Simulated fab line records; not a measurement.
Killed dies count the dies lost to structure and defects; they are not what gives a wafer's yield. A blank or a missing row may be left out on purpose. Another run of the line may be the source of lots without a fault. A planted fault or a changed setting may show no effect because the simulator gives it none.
A single fault, viewed from 2 desks -- flow gf180mcu -- each desk holds nothing but its own numbers, with what lay behind them at the end

## AT THE METROLOGY DESK
Lot by lot, what the gauges showed, no matter which tool ran the lot: averages of those sampled wafers that carry a number. The brackets show how far a lot's mean lies from the usual mean; more than 4 standard deviations puts the lot out of limits, marked OUT.
Columns: A = V5_CVD_02_THK at GF_V5_THK_MEAS_03, usual 1450 nm; B = TOP_METAL_ALCU_RS at GF_TOP_METAL_RS_MEAS_05, usual 0.0329 ohm/sq; C = TOP_METAL_ALCU_THK at GF_TOP_METAL_THK_MEAS_06, usual 911 nm
lot,first seen here,A,B,C
L267,day 26 17:27,1464,0.0329,908
L268,day 27 06:37,1453,0.0325,924
L269,day 27 08:19,1442,0.0327,917
L270,day 27 20:42,1457,0.0331,906
L271,day 28 04:01,1446,0.0335,884
L272,day 28 10:28,1472,0.0329,900
L282,day 31 10:52,1466,0.0456 (+38) OUT,656 (-23) OUT
L283,day 31 17:57,1452,0.0325,919
L284,day 31 22:28,1460,0.0328,924
L286,day 32 06:34,1453,0.0325,914
L288,day 32 17:32,1443,0.0330,901
This desk's result: L282 out of limits, first on L282 (TOP_METAL_ALCU_RS at GF_TOP_METAL_RS_MEAS_05), day 32 06:20. L267, L268, L269, L270, L271, L272, L283, L284, L286, L288 stayed within limits.

## AT THE TOOL OWNER'S DESK: pvd_sputter-01
The tool's own readings at GF_TOP_METAL_SPUTTER_02 (material AlCu, target thk 900 nm, time 47.82 s): means of the sampled wafers that have a number, for each lot that ran on this tool. The brackets show how far a lot's mean lies from the usual mean; more than 4 standard deviations puts the lot out of limits, marked OUT.
Columns: A = throttle_valve_pct at GF_TOP_METAL_SPUTTER_02, usual 29.8 %
lot,first seen here,A
L269,day 28 07:01,29.6
L270,day 28 18:16,29.8
L271,day 29 01:37,30.0
L272,day 29 08:02,29.7
L282,day 32 06:13,30.3
Finding of this desk: none of the 5 lots has anything out of limits.

## ALL TOGETHER
An alarm was possible from the metrology desk at day 32 06:20, on L282.
Nothing out of limits was seen by the tool owner's desk.
On record at the tool owner's desk: L282, within its limits.
The lots listed all ran GF_TOP_METAL_SPUTTER_02 on pvd_sputter-01.

## WHAT THE SIMULATOR HAD PUT IN
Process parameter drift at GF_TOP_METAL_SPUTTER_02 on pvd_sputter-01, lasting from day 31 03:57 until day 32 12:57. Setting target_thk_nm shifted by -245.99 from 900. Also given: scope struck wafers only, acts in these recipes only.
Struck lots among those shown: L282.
Hours from the fault's start to each desk's first reading out of limits: the metrology desk, 26.
